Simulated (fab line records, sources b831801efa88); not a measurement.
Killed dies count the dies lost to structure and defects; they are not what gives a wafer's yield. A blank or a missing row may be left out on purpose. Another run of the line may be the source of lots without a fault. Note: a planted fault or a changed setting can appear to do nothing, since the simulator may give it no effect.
The tool behind it: which one? || flow gf180mcu || 45 wafers from 15 lots sampled at 2 of the route's 602 steps

== WHAT EACH GAUGE READ, for each wafer ==
GF_PSD_OVL_MEAS_08.
{"lot": "L765", "measured": "day 13 16:28", "on": "overlay-02", "PSD_OVL (nm)": "-0.4 -0.5 -0.8"}
{"lot": "L767", "measured": "day 14 21:06", "on": "overlay-01", "PSD_OVL (nm)": "-1.1 -0.7 -0.9"}
{"lot": "L770", "measured": "day 15 14:57", "on": "overlay-01", "PSD_OVL (nm)": "2.4 0.6 2.2"}
{"lot": "L776", "measured": "day 17 06:11", "on": "overlay-01", "PSD_OVL (nm)": "-1.1 -0.6 -1.7"}
{"lot": "L778", "measured": "day 18 14:19", "on": "overlay-01", "PSD_OVL (nm)": "1.2 0.9 1.1"}
{"lot": "L779", "measured": "day 18 15:37", "on": "overlay-01", "PSD_OVL (nm)": "-2.8 -3.1 -1.9"}
{"lot": "L780", "measured": "day 19 01:26", "on": "overlay-01", "PSD_OVL (nm)": "2.0 0.4 2.5"}
{"lot": "L781", "measured": "day 19 08:16", "on": "overlay-01", "PSD_OVL (nm)": "0.3 -1.5 -0.1"}
{"lot": "L782", "measured": "day 19 20:16", "on": "overlay-01", "PSD_OVL (nm)": "-1.0 -1.0 -0.6"}
{"lot": "L783", "measured": "day 19 23:13", "on": "overlay-02", "PSD_OVL (nm)": "-1.2 -0.3 -1.1"}
{"lot": "L784", "measured": "day 20 09:34", "on": "overlay-02", "PSD_OVL (nm)": "0.4 0.5 2.0"}
{"lot": "L787", "measured": "day 21 06:29", "on": "overlay-01", "PSD_OVL (nm)": "0.5 -1.2 -1.3"}

== TOOL THAT RAN EACH LOT (tool first, then ch and the chambers of the sampled wafers, then the start) ==
{"lot": "L765", "GF_VT_IMPLANT_DEVELOP_17": "litho_track-01 ch 0, day 6 07:41"}
{"lot": "L767", "GF_VT_IMPLANT_DEVELOP_17": "litho_track-01 ch 0, day 7 01:37"}
{"lot": "L770", "GF_VT_IMPLANT_DEVELOP_17": "litho_track-03 ch 0, day 7 17:34"}
{"lot": "L773", "GF_VT_IMPLANT_DEVELOP_17": "litho_track-02, day 8 13:25"}
{"lot": "L774", "GF_VT_IMPLANT_DEVELOP_17": "litho_track-01, day 8 18:11"}
{"lot": "L775", "GF_VT_IMPLANT_DEVELOP_17": "litho_track-03, day 8 23:04"}
{"lot": "L776", "GF_VT_IMPLANT_DEVELOP_17": "litho_track-01 ch 0, day 9 04:13"}
{"lot": "L778", "GF_VT_IMPLANT_DEVELOP_17": "litho_track-01 ch 0, day 9 17:29"}
{"lot": "L779", "GF_VT_IMPLANT_DEVELOP_17": "litho_track-03 ch 0, day 10 00:07"}
{"lot": "L780", "GF_VT_IMPLANT_DEVELOP_17": "litho_track-02 ch 0, day 10 04:34"}
{"lot": "L781", "GF_VT_IMPLANT_DEVELOP_17": "litho_track-01 ch 0, day 10 10:16"}
{"lot": "L782", "GF_VT_IMPLANT_DEVELOP_17": "litho_track-03 ch 0, day 10 17:58"}
{"lot": "L783", "GF_VT_IMPLANT_DEVELOP_17": "litho_track-01 ch 0, day 11 02:07"}
{"lot": "L784", "GF_VT_IMPLANT_DEVELOP_17": "litho_track-01 ch 0, day 11 07:50"}
{"lot": "L787", "GF_VT_IMPLANT_DEVELOP_17": "litho_track-01 ch 0, day 12 03:08"}
- GF_VT_IMPLANT_DEVELOP_17: develop time 60 s.

== AS READ BY THE TOOLS THEMSELVES (means over the sampled wafers that have a number; for cases with no such wafer, the mark the record gives instead) ==
GF_VT_IMPLANT_DEVELOP_17.
{"lot": "L765", "tool": "litho_track-01", "chill_plate_temp_C (C)": 22.87}
{"lot": "L767", "tool": "litho_track-01", "chill_plate_temp_C (C)": 23.01}
{"lot": "L770", "tool": "litho_track-03", "chill_plate_temp_C (C)": 23.09}
{"lot": "L773", "tool": "litho_track-02", "chill_plate_temp_C (C)": "-"}
{"lot": "L774", "tool": "litho_track-01", "chill_plate_temp_C (C)": "-"}
{"lot": "L775", "tool": "litho_track-03", "chill_plate_temp_C (C)": "-"}
{"lot": "L776", "tool": "litho_track-01", "chill_plate_temp_C (C)": 23.09}
{"lot": "L778", "tool": "litho_track-01", "chill_plate_temp_C (C)": 23.04}
{"lot": "L779", "tool": "litho_track-03", "chill_plate_temp_C (C)": 23.01}
{"lot": "L780", "tool": "litho_track-02", "chill_plate_temp_C (C)": 23.01}
{"lot": "L781", "tool": "litho_track-01", "chill_plate_temp_C (C)": 22.95}
{"lot": "L782", "tool": "litho_track-03", "chill_plate_temp_C (C)": 23.07}
{"lot": "L783", "tool": "litho_track-01", "chill_plate_temp_C (C)": 22.91}
{"lot": "L784", "tool": "litho_track-01", "chill_plate_temp_C (C)": 23.06}
{"lot": "L787", "tool": "litho_track-01", "chill_plate_temp_C (C)": 23.09}

== THE ANSWER, worked out from the rows above alone ==
Rule: the lots themselves supply what counts as usual. The widest of any qualifying gaps counts: lots, ordered by their means at a reading, are off when they make up no more than a third of the lots, leave a main group of 4 or more, and stand apart from it by 3 or more times the standard deviation of that group's means. Not used: any main group whose means are identical at the precision the tables above print for the reading. Also off: a lot with no number at a reading for which 4 or more lots have one. The other lots that the step has rows for count as sound. First the gauges in route order, then the tools' own readings, where a lot's mean is used as printed above. The first step at which some lot is off is used, and at that step the reading that is off furthest; a lot without a number counts as furthest.
Off: L773, L774, L775, at GF_VT_IMPLANT_DEVELOP_17 (chill_plate_temp_C). Without a number there: L773, L774, L775. The main group has a mean of 23.02 C with a standard deviation of 0.07.
A tool fits if, at that step or a process step before it, it ran every lot that is off, and no sound lot after the first of them. None of those tried fits.

== WHAT WAS PUT IN BY THE SIMULATOR ==
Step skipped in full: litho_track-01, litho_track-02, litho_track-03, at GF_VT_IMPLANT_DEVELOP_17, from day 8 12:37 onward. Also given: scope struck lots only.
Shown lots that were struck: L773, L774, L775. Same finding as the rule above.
